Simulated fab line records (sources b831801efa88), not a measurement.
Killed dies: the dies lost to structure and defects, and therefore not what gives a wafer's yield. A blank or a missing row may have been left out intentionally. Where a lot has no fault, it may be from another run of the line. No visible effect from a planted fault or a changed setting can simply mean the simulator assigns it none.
fab line records    flow gf180mcu    part 2 of 2: steps 29 to 39 of 39
[record] lots = 5  wafers = 15  last-day = 33
route steps=602 shown NWELL@48 LVPWELL@54 MVSD@66 MVPSD@78
lots with no fault: from the same line, run without faults
start-h: start of the lot's first displayed wafer, in hours after the record's first day    wait-h: hours from the lot's prior step to this one    " the same as in the row above    L1.1+2: several wafers, shown together as one row    - no value, or no start was given    * or withheld: withheld    < > ~ a bound
route shown NAME@n: names a module that has steps shown in the file, with the first one's number in the route    usual: the fault-free wafers' mean and standard deviation    same: alike in all rows    chamber/n: place in a boat    sites: the reading at each site    _std_site: the standard deviation of these    _edge_site: outer sites' mean less inner sites'    radius-mm: for every site, how far away it sits from the centre of the wafer    mask NAME#n: copy n    behind: the most recent tool/chamber to have shaped the wafer    hold: why the lot went on hold/how many hours it stayed there/how the hold came to an end    device: whichever transistor did not switch (one of n, p or np)    end of line: tests of these same wafers at the route's end    step lacking rows: just its recipe    killed: at the first sort, the dies lost to defects and structure; wafer yield is something else    map: per-die view of a wafer (x killed, . not killed, _ where there is no die)
set.NAME: setting as actually run; set.NAME@STEP: the setting as run at that earlier step    model.NAME: the simulator's own value behind a step, which no gauge read
lots seen at some steps along the route; tables by step, rows by wafer
services: from which hour (start-h, from the record's first day; less than 0 if before it) a tool's chamber was out of use, for how many hours, and why
[[steps]]
[step GF_MVSD_STRIP_10]
[recipe] chemistry = O2/N2  power-w = 1400  pressure-mtorr = 1500  platen-temp-c = 250  o2-flow-sccm = 3000  n2-flow-sccm = 300  overash-fraction = 0.5
[usual] drypump-motor-current-A = 5.7/0.62  heater-power-w = 330/33  oes-product-au = 0.723/0.0047  platen-temp-c = 250.00/0.17  strip-time-to-endpoint-s = 36.97/0.1
lot.wafer  tool             chamber  start-h  wait-h  drypump-motor-current-A  heater-power-w  oes-product-au  platen-temp-c  rf-hours-counter-h  strip-time-to-endpoint-s
L075.1     plasma-asher-01  1        92.01    0.1     5.8                      342             0.728           249.75         29                  36.92
L075.4     "                0        "        "       4.9                      368             0.723           250.16         -                   36.73
L075.5     "                0        "        "       4.9                      366             0.720           249.71         -                   36.82
L078.1     plasma-asher-04  0        103.69   0.1     6.7                      282             0.725           250.04         47                  36.90
L078.4     "                1        "        "       5.4                      371             0.716           249.96         -                   36.91
L078.6     "                0        "        "       6.7                      292             0.716           249.97         -                   36.87
L081.3     plasma-asher-04  0        121.42   0.1     6.7                      288             0.725           250.06         -                   36.93
L081.5     "                0        "        "       6.7                      290             0.729           250.06         -                   37.00
L081.6     "                1        "        "       5.4                      358             0.727           249.82         -                   36.95
L085.2     plasma-asher-01  1        147.23   0.1     5.8                      326             0.723           249.92         35                  37.06
L085.3     "                0        "        "       4.9                      363             0.728           250.03         -                   37.04
L085.5     "                1        "        "       5.8                      340             0.720           250.18         -                   37.02
L091.1     plasma-asher-04  0        182.59   0.1     6.7                      291             0.724           250.11         55                  37.04
L091.2     "                1        "        "       5.4                      362             0.725           249.60         55                  36.97
L091.6     "                0        "        "       6.7                      294             0.721           249.96         -                   36.94
[step GF_MVSD_TW_MEAS_11]
[usual] MVSD_TW = 1575/24
lot.wafer  tool           chamber  start-h  wait-h  MVSD_TW
L075.1     film-metro-02  -        92.11    0.1     1593
L075.4     "              -        "        "       1594
L075.5     "              -        "        "       1602
L078.1     film-metro-03  -        103.80   0.1     1549
L078.4     "              -        "        "       1548
L078.6     "              -        "        "       1551
L081.3     film-metro-04  -        121.50   0.1     1590
L081.5     "              -        "        "       1580
L081.6     "              -        "        "       1588
L085.2     film-metro-04  -        147.34   0.1     1585
L085.3     "              -        "        "       1573
L085.5     "              -        "        "       1589
L091.1     film-metro-04  -        182.69   0.1     1588
L091.2     "              -        "        "       1593
L091.6     "              -        "        "       1598
[step GF_MVPSD_DEHYDRATE_00]
[recipe] temp-c = 200  time-s = 60
lot.wafer   tool            chamber  start-h  wait-h
L075.1+4+5  litho-track-03  0        98.17    6.1
L078.1+4+6  litho-track-02  0        110.01   6.2
L081.3+5+6  litho-track-03  0        128.17   6.7
L085.2+3+5  litho-track-04  0        154.26   6.9
L091.1+2+6  litho-track-03  0        189.97   7.3
[step GF_MVPSD_HMDS_01]
[recipe] prime-time-s = 60  prime-temp-c = 120
lot.wafer   tool            chamber  start-h  wait-h
L075.1+4+5  litho-track-03  0        98.32    0.1
L078.1+4+6  litho-track-02  0        110.16   0.1
L081.3+5+6  litho-track-03  0        128.32   0.1
L085.2+3+5  litho-track-04  0        154.41   0.1
L091.1+2+6  litho-track-03  0        190.12   0.1
[step GF_MVPSD_COAT_02]
[recipe] spin-rpm = 2000  resist-thk-nm = 3000
lot.wafer   tool            chamber  start-h  wait-h
L075.1+4+5  litho-track-03  0        98.47    0.1
L078.1+4+6  litho-track-02  0        110.31   0.1
L081.3+5+6  litho-track-03  0        128.47   0.1
L085.2+3+5  litho-track-04  0        154.56   0.1
L091.1+2+6  litho-track-03  0        190.27   0.1
[step GF_MVPSD_SOFTBAKE_03]
[recipe] temp-c = 110.5  time-s = withheld
lot.wafer   tool            chamber  start-h  wait-h
L075.1+4+5  litho-track-03  0        98.62    0.1
L078.1+4+6  litho-track-02  0        110.46   0.1
L081.3+5+6  litho-track-03  0        128.64   0.1
L085.2+3+5  litho-track-04  0        154.72   0.1
L091.1+2+6  litho-track-03  0        190.42   0.1
[step GF_MVPSD_EXPOSE_04]
[recipe] mask-id = MVPSD  target-cd-nm = 1000  na = 0.6  source-shape = conventional  sigma-outer = 0.6  dose-mj = 260
[usual] stage-vel-mm-s = 499.99/0.27
lot.wafer  tool              chamber  start-h  wait-h  mask     stage-vel-mm-s
L075.1     iline-stepper-02  0        -        -       MVPSD#0  499.65
L075.4     "                 0        "        "       MVPSD#0  499.69
L075.5     "                 0        "        "       MVPSD#0  499.34
L078.1     iline-stepper-01  0        -        -       MVPSD#0  500.02
L078.4     "                 0        "        "       MVPSD#0  499.88
L078.6     "                 0        "        "       MVPSD#0  500.08
L081.3     iline-stepper-01  0        -        -       MVPSD#0  500.36
L081.5     "                 0        "        "       MVPSD#0  500.30
L081.6     "                 0        "        "       MVPSD#0  500.34
L085.2     iline-stepper-02  0        -        -       MVPSD#0  499.92
L085.3     "                 0        "        "       MVPSD#0  500.26
L085.5     "                 0        "        "       MVPSD#0  500.06
L091.1     iline-stepper-02  0        -        -       MVPSD#0  500.20
L091.2     "                 0        "        "       MVPSD#0  500.54
L091.6     "                 0        "        "       MVPSD#0  500.01
[step GF_MVPSD_PEB_05]
[recipe] temp-c = 115  time-s = withheld
lot.wafer   tool            chamber  start-h  wait-h
L075.1+4+5  litho-track-04  0        -        -
L078.1+4+6  litho-track-03  0        -        -
L081.3+5+6  litho-track-03  0        -        -
L085.2+3+5  litho-track-04  0        -        -
L091.1+2+6  litho-track-04  0        -        -
[step GF_MVPSD_DEVELOP_06]
[recipe] wall-angle-deg = 90  develop-time-s = 60  dev-temp-c = 23
lot.wafer   tool            chamber  start-h  wait-h
L075.1+4+5  litho-track-04  0        -        -
L078.1+4+6  litho-track-03  0        -        -
L081.3+5+6  litho-track-03  0        -        -
L085.2+3+5  litho-track-04  0        -        -
L091.1+2+6  litho-track-04  0        -        -
[step GF_MVPSD_OVL_MEAS_07]
[usual] MVPSD_OVL = 1.1/1.3
lot.wafer  tool        chamber  start-h  wait-h  MVPSD_OVL[nm]
L075.1     overlay-02  -        105.64   -       -0.7
L075.4     "           -        "        "       -0.3
L075.5     "           -        "        "       1.0
L078.1     overlay-01  -        117.37   -       2.7
L078.4     "           -        "        "       2.0
L078.6     "           -        "        "       3.0
L081.3     overlay-01  -        135.94   -       0.0
L081.5     "           -        "        "       0.3
L081.6     "           -        "        "       3.0
L085.2     overlay-01  -        162.94   -       0.3
L085.3     "           -        "        "       0.5
L085.5     "           -        "        "       -0.8
L091.1     overlay-02  -        199.44   -       0.3
L091.2     "           -        "        "       0.0
L091.6     "           -        "        "       -1.5
[step GF_MVPSD_IMPLANT_08]
[recipe] species = B  energy-kev = 170  dose-cm2 = 1.5e+13  tilt-deg = 0
[usual] beam-on-s = 9.98/0.2  dose-ions-cm2 = 1.5001e+13/1.6e+10  tilt-deg = 0.000/0.02
lot.wafer  tool          chamber  start-h  wait-h  beam-on-s  dose-ions-cm2  tilt-deg
L075.1     implanter-01  0        105.67   0.0     10.00      1.5004e+13     -0.019
L075.4     "             0        "        "       10.03      1.4988e+13     -0.003
L075.5     "             0        "        "       9.60       1.4994e+13     -0.013
L078.1     implanter-02  0        117.41   0.0     9.93       1.5014e+13     0.011
L078.4     "             0        "        "       10.10      1.499e+13      -0.001
L078.6     "             0        "        "       10.02      1.4998e+13     -0.006
L081.3     implanter-02  0        136.01   0.1     9.71       1.4996e+13     -0.017
L081.5     "             0        "        "       10.14      1.5005e+13     -0.014
L081.6     "             0        "        "       9.88       1.4993e+13     -0.025
L085.2     implanter-01  0        163.00   0.0     9.66       1.4998e+13     0.004
L085.3     "             0        "        "       9.83       1.5016e+13     -0.001
L085.5     "             0        "        "       10.45      1.4981e+13     -0.015
L091.1     implanter-02  0        199.47   0.0     9.87       1.4978e+13     0.005
L091.2     "             0        "        "       10.04      1.4999e+13     -0.007
L091.6     "             0        "        "       9.70       1.5014e+13     0.013
[[services]]
tool              chamber  start-h  hours  kind
iline-stepper-02  -        41.69    10.1   repair
implanter-03      -        44.22    2.3    pm
plasma-asher-03   -        54.89    0.6    repair
plasma-asher-03   -        66.24    0.5    repair
plasma-asher-03   -        71.56    2.6    repair
implanter-01      -        78.92    7.3    repair
plasma-asher-02   -        108.75   9.0    pm
plasma-asher-02   0        108.75   9.0    vent-cycle
plasma-asher-02   1        108.75   9.0    vent-cycle
implanter-01      -        117.24   2.7    repair
plasma-asher-02   0        117.75   -      clean
plasma-asher-02   1        117.75   -      clean
plasma-asher-04   -        117.81   0.3    repair
iline-stepper-02  -        123.16   1.7    pm
plasma-asher-02   -        127.30   0.8    repair
iline-stepper-01  -        130.20   1.7    pm
iline-stepper-01  -        156.49   4.4    pm
plasma-asher-03   -        157.40   2.8    pm
implanter-04      -        161.66   2.8    repair
iline-stepper-01  -        164.42   12.0   repair
iline-stepper-02  -        176.51   2.1    pm
iline-stepper-02  -        178.60   -      consumable-replace:lamp
implanter-02      -        185.57   6.9    pm
